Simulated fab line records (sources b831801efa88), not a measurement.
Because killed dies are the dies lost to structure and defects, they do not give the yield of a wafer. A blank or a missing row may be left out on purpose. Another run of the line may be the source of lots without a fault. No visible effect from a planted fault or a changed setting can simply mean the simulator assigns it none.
Comparing a struck lot with a sound one + flow gf180mcu + 15 out of 602 route steps
Sound: these wafers, L409.1, L409.3, L409.4. Wafers struck: L413.1, L413.2, L413.5. The cause is named last.
Order at every step that has rows: each side's tool, ch and its chambers, its first start. Under that, the readings that differ: sound wafers + struck wafers + difference of the means + sigmas: that difference in standard deviations of wafers without a fault.
alike: same words and numbers on both sides, and readings whose means sit less than 2 such deviations apart. not compared: any withheld reading, any reading some wafer has no value for, any bound like >300 that may hide the same value, and any number with overlapping values for which the record gives no deviation.
Wherever a step has rows on one side only, a row that says differs or no value, or a row with sigmas, the two part there. When numbers do not overlap yet have no deviation, they are printed without sigmas and do not part them. Lack of a reading on every wafer of one side parts them only where that side has two or more wafers.

first, 4 steps without rows for these wafers: GF_HV_LDD_IMPLANT_33; GF_HV_LDD_IMPLANT_34; GF_HV_LDD_IMPLANT_35; GF_HV_LDD_IMPLANT_36.
GF_HV_LDD_STRIP_37: strips in O2/N2.
  sound on plasma_asher-01 ch 0,1, day 14 16:33; struck on plasma_asher-02 ch 0,1, day 15 17:08
  alike: drypump_motor_current_A, heater_power_w, oes_product_au, strip_time_to_endpoint_s
  not compared: rf_hours_counter_h
GF_HV_LDD_TW_MEAS_38:
  sound on film_metro-02, day 14 16:39; struck on film_metro-04, day 15 17:14
  alike: HV_LDD_3_TW
then, 6 steps without rows for these wafers: GF_HV_LDD_DEHYDRATE_39 (time 60 s); GF_HV_LDD_HMDS_40 (prime time 60 s); GF_HV_LDD_COAT_41 (resist thk 1000 nm); GF_HV_LDD_SOFTBAKE_42 (time 60 s); GF_HV_LDD_EXPOSE_43 (exposes mask Pplus HV AREA, target cd 400 nm); GF_HV_LDD_PEB_44.
GF_HV_LDD_DEVELOP_45: develop time 60 s.
  sound on litho_track-01 ch 0, day 15 13:21; struck on litho_track-01 ch 0, day 16 15:57
| reading              | sound             | struck            | difference | sigmas |
|----------------------|-------------------|-------------------|------------|--------|
| developer_temp_C (C) | 22.95 22.95 22.78 | 20.68 20.73 20.68 | -2.20      | -24    |
  alike: chill_plate_temp_C
GF_HV_LDD_CD_MEAS_46: the cd target is 400 nm.
  sound on cd_sem-01, day 15 13:30; struck on cd_sem-01, day 16 16:06
  alike: cd_nm
-- the record jumps here: 16 days lie between the struck wafers' starts before and after (it left off in module HV_LDD and takes up again in module PASSIVATION, whose first step shown is number 602 of the route) --
GF_PASSIVATION_PROBE_99:
  the record has rows for the struck wafers here (prober-01, day 32 17:29) and none for the sound ones

== WHERE THEY PART ==
Last at GF_PASSIVATION_PROBE_99 as far as this record goes, first at GF_HV_LDD_DEVELOP_45.

WHY: whatever the simulator had introduced
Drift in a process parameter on litho_track-01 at GF_HV_LDD_DEVELOP_45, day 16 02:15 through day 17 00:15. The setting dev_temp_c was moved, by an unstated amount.
